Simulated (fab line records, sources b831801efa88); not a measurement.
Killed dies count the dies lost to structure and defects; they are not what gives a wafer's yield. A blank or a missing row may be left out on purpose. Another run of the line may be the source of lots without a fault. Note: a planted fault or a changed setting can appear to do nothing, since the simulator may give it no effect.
Which tool was responsible? | flow gf180mcu | 7 lots, 21 wafers sampled, at 1 step of a route of 602

## WHAT EACH GAUGE READ, for each wafer
GF_HV_LDD_THK_MEAS_55.
lot  | measured     | on           | HV_LDD_CVD_54_THK (nm)
L554 | day 12 17:49 | filmMetro-02 | 10.21 10.26 10.33
L559 | day 14 07:49 | filmMetro-04 | 10.07 10.04 9.86
L563 | day 15 19:47 | filmMetro-01 | 10.19 10.22 10.20
L567 | day 17 05:51 | filmMetro-02 | 9.92 10.06 10.01
L570 | day 18 01:46 | filmMetro-01 | 9.96 9.88 10.03
L572 | day 18 19:39 | filmMetro-01 | 10.10 10.13 10.03
L576 | day 20 10:45 | filmMetro-02 | 10.30 10.27 10.33

## TOOL THAT RAN EACH LOT (tool first, then ch and the chambers of the sampled wafers, then the start)
Before these readings, the record contains no process step.

## THE ANSWER, worked out from the rows above alone
Rule: what is usual is taken from the lots themselves. The widest of any qualifying gaps counts: lots, ordered by their means at a reading, are off when they make up no more than a third of the lots, leave a main group of 4 or more, and stand apart from it by 3 or more times the standard deviation of that group's means. If all means in a main group match to the digits the tables above print for the reading, that group is not used. A lot without any number at a reading at which 4 lots or more have one is off too. Any other lot the step has rows for is counted as sound.
Nothing can be told from this: no lot is off at any reading shown.

## WHAT HAD BEEN PUT IN BY THE SIMULATOR
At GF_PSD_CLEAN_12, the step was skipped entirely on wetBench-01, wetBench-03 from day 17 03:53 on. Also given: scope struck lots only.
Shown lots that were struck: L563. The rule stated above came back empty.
